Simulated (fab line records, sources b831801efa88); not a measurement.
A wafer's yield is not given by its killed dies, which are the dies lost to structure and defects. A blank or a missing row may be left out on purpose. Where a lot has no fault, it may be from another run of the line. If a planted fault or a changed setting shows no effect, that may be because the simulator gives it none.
The same fault as seen by 2 desks | flow gf180mcu | each desk has only its own numbers; what lay behind them comes last

TOOL OWNER'S DESK, cvdW-02
The tool's own readings at GF_V4_CVD_23 (deposits W, target thk 350 nm, time 104.9 s): means of the sampled wafers that have a number, for each lot that ran on this tool. The brackets show how far a lot's mean lies from the usual mean; more than 4 standard deviations puts the lot out of limits, marked OUT.
Columns: A = chamberPressureTorr at GF_V4_CVD_23, usual 40.00 Torr; B = heaterPowerOuterW at GF_V4_CVD_23, usual 554 W; C = heaterPowerW at GF_V4_CVD_23, usual 933 W
lot  | first seen here | A               | B   | C
L327 | day 25 04:37    | 40.00           | 628 | 1045
L329 | day 25 20:25    | 40.11           | 628 | 1045
L328 | day 25 23:47    | 40.00           | 627 | 1038
L331 | day 26 17:58    | 39.97           | 603 | 1008
L332 | day 27 03:59    | 40.06           | 605 | 1039
L334 | day 27 11:22    | 39.96           | 626 | 1051
L333 | day 27 13:49    | 40.04           | 625 | 1049
L335 | day 27 22:23    | 39.97           | 608 | 1038
L338 | day 28 15:17    | 38.17 (-21) OUT | 607 | 1034
L342 | day 29 12:59    | 38.10 (-21) OUT | 612 | 1041
This desk finds L338, L342 out of limits, L338 being first, at day 28 15:17 (chamberPressureTorr at GF_V4_CVD_23). In limits: L327, L329, L328, L331, L332, L334, L333, L335.

THE METROLOGY DESK
What the gauges read, lot by lot, whatever tool the lot ran on: means of the sampled wafers that have a number. The brackets show how far a lot's mean lies from the usual mean; more than 4 standard deviations puts the lot out of limits, marked OUT.
Columns: A = M4_OVL at GF_M4_OVL_MEAS_15, usual 4 nm; B = V4_W_RS at GF_V4_RS_MEAS_24, usual 0.333 ohm/sq
lot  | first seen here | A  | B
L327 | day 24 04:26    | 10 | 0.330
L329 | day 24 21:15    | 10 | 0.334
L328 | day 24 23:43    | 13 | 0.335
L331 | day 25 18:35    | 15 | 0.337
L332 | day 26 04:47    | 0  | 0.334
L334 | day 26 12:50    | 5  | 0.331
L333 | day 26 14:56    | 2  | 0.333
L335 | day 27 00:05    | 4  | 0.336
L338 | day 27 17:53    | 1  | 0.341
L342 | day 28 15:44    | 8  | 0.343
L346 | day 29 21:08    | 4  | 0.333
L348 | day 30 13:59    | -3 | 0.333
Finding of this desk: none of the 12 lots has anything out of limits.

PUT TOGETHER
An alarm could have come from the tool owner's desk at day 28 15:17, on L338, L342.
Metrology desk: nothing out of limits seen.
The metrology desk has L338, L342 on record, within its limits.
On cvdW-02, each named lot ran GF_V4_CVD_23.

WHAT HAD BEEN PUT IN BY THE SIMULATOR
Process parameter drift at GF_V4_CVD_23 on cvdW-02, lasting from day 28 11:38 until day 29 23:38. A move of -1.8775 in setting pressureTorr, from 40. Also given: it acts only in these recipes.
Lots struck among those shown: L338, L342.
How many hours passed from the start of the fault until each desk's first out-of-limits reading: the tool owner's desk, 4.
